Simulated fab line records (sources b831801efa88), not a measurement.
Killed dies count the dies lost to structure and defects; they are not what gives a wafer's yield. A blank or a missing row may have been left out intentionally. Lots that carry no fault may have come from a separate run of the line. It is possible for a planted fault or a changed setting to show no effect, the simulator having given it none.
Struck lot and sound lot, side by side    flow gf180mcu    16 out of 602 route steps
Sound: these wafers, L604.1, L604.2, L604.5. Wafers L611.2, L611.3, L611.4 were the ones struck. The cause is given at the end.
Per side, at each step with rows, come the tool, then ch with its chambers, and then its first start. Under that, the readings that differ: sound wafers    struck wafers    difference of the means    sigmas: that difference in standard deviations of wafers without a fault.
alike: readings whose means differ by less than 2 such deviations, and words and numbers that are the same on both sides. not compared: withheld readings, readings that some wafer has no value for, bounds like >300 that may hide the same value, and numbers for which the record gives no deviation and whose values overlap.
Wherever a step has rows on one side only, a row that says differs or no value, or a row with sigmas, the two part there. Numbers that don't overlap but have no deviation are shown without sigmas and don't part them. Lack of a reading on every wafer of one side parts them only where that side has two or more wafers.

first, 4 steps without rows for these wafers: GF_M3_SOFTBAKE_10 (time 60 s); GF_M3_EXPOSE_11 (exposes mask Metal3, target cd 280 nm); GF_M3_PEB_12 (peb time 90 s); GF_M3_DEVELOP_13 (develop time 60 s).
GF_M3_CD_MEAS_14: the cd target is 280 nm.
  sound on cd_sem-02 at day 23 18:07; struck on cd_sem-02 at day 26 12:35
  alike: cd_nm
GF_M3_OVL_MEAS_15:
  sound on overlay-01 at day 23 18:14; struck on overlay-01 at day 26 12:41
  alike: M3_OVL
GF_M3_METAL_ETCH_16: etches the open film in Cl2/BCl3, stops on SiO2, target depth 627.5 nm, time 104.6 s.
  sound on rie_metal-01 ch 1, day 23 18:16; struck on rie_metal-01 ch 0,1, day 26 12:43
  alike: drypump_motor_current_A, oes_product_au, throttle_valve_pct
  not compared: rf_hours_counter_h
GF_M3_STRIP_17: strips in O2/N2.
  sound on plasma_asher-03 ch 0,1, day 23 18:29; struck on plasma_asher-02 ch 0,1, day 26 12:50
  alike: drypump_motor_current_A, heater_power_w, oes_product_au, strip_time_to_endpoint_s
  not compared: rf_hours_counter_h
then, 3 steps without rows for these wafers: GF_M3_STRIP_18 (strips in post etch residue remover, time 1200 s); GF_M3_CLEAN_19 (cleans in DIW); GF_V3_CVD_00 (deposits SiO2, target thk 600 nm, time 100 s).
GF_V3_THK_MEAS_01:
  sound on film_metro-01 at day 23 19:06; struck on film_metro-01 at day 26 13:29
  alike: V3_CVD_00_THK
GF_V3_CVD_02: deposits SiO2 from TEOS, target thk 850 nm, time 94.851 s.
  sound on pecvd-01 ch 1,2, day 23 19:10; struck on pecvd-01 ch 0,2, day 26 13:32
reading                              sound              struck             difference  sigmas
run_length_s (s)                     122.7 122.5 122.6  118.9 118.6 119.8  -3.5        -9
model.SiO2_of_V3_CVD_02.thk_nm (nm)  832.3 837 847.8    817.5 828.3 822.9  -16.1       
  alike: heater_power_w
GF_V3_THK_MEAS_03:
  sound on film_metro-03 at day 23 19:14; struck on film_metro-04 at day 26 13:37
  alike: V3_CVD_02_THK
GF_V3_CMP_04: polishes SiO2.
  sound on cmp-02 ch 2,3, day 23 19:20; struck on cmp-01 ch 0,1,2, day 26 13:40
  alike: motor_current_A, slurry_filter_dp_kPa, time_to_endpoint_s
GF_PASSIVATION_PROBE_99:
  sound wafers here have rows in the record (prober-01, day 31 00:01); struck ones have none

== WHERE THEY PART ==
First at GF_V3_CVD_02; last, within this record, at GF_PASSIVATION_PROBE_99.

WHY: the cause the simulator had injected
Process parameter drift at GF_V3_CVD_02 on pecvd-01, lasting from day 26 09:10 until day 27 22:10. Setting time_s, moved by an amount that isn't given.
